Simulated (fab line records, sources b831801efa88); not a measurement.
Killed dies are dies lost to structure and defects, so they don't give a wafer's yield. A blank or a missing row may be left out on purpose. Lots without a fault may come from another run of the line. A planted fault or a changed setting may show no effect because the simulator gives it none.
One fault seen from 2 desks | flow gf180mcu | each desk has only its own numbers; what lay behind them comes last

THE TOOL OWNER'S DESK: pecvd-04
The tool's own readings at GF_V4_CVD_02 (deposits SiO2 from TEOS, target thk 850 nm, time 94.851 s): means of the sampled wafers that have a number, for each lot that ran on this tool. A lot is out of limits, marked OUT, if its mean lies more than 4 standard deviations from the usual mean; the brackets give that distance.
Columns: A = heater_power_w at GF_V4_CVD_02, usual 646 W
lot  | first seen here | A
L432 | day 23 21:00    | 669
L436 | day 25 10:34    | 870
L438 | day 26 06:40    | 749
L439 | day 26 17:27    | 703
L447 | day 29 01:23    | 631
L449 | day 29 21:38    | 625
L451 | day 30 09:09    | 676
L453 | day 30 16:44    | 697
This desk's finding: nothing out of limits on any of the 8 lots.

THE METROLOGY DESK
What the gauges read, lot by lot, whatever tool the lot ran on: means of the sampled wafers that have a number. A lot is out of limits, marked OUT, if its mean lies more than 4 standard deviations from the usual mean; the brackets give that distance.
Columns: A = V4_CVD_00_THK at GF_V4_THK_MEAS_01, usual 601 nm; B = V4_CVD_02_THK at GF_V4_THK_MEAS_03, usual 852 nm
lot  | first seen here | A   | B
L432 | day 23 20:57    | 598 | 846
L433 | day 24 06:50    | 610 | 852
L436 | day 25 10:31    | 600 | 998 (+13) OUT
L438 | day 26 06:37    | 602 | 994 (+13) OUT
L439 | day 26 17:23    | 602 | 992 (+13) OUT
L440 | day 27 01:04    | 612 | 835
L447 | day 29 01:20    | 600 | 850
L448 | day 29 10:50    | 599 | 861
L449 | day 29 21:34    | 599 | 856
L450 | day 29 22:23    | 600 | 860
L451 | day 30 09:06    | 589 | 861
L453 | day 30 16:41    | 600 | 852
This desk's finding: out of limits on L436, L438, L439; first on L436, day 25 10:38 (V4_CVD_02_THK at GF_V4_THK_MEAS_03). In limits: L432, L433, L440, L447, L448, L449, L450, L451, L453.

PUT TOGETHER
The metrology desk could have raised an alarm at day 25 10:38, on L436, L438, L439.
The tool owner's desk saw nothing out of limits.
The tool owner's desk has L436, L438, L439 on record, within its limits.
Of the lots named, all ran GF_V4_CVD_02 on pecvd-04.

WHAT THE SIMULATOR HAD PUT IN
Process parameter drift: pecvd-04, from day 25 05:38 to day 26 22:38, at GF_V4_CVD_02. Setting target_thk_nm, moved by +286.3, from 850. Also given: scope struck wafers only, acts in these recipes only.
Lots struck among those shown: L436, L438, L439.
Hours from the fault's start to each desk's first reading out of limits: the metrology desk, 5.
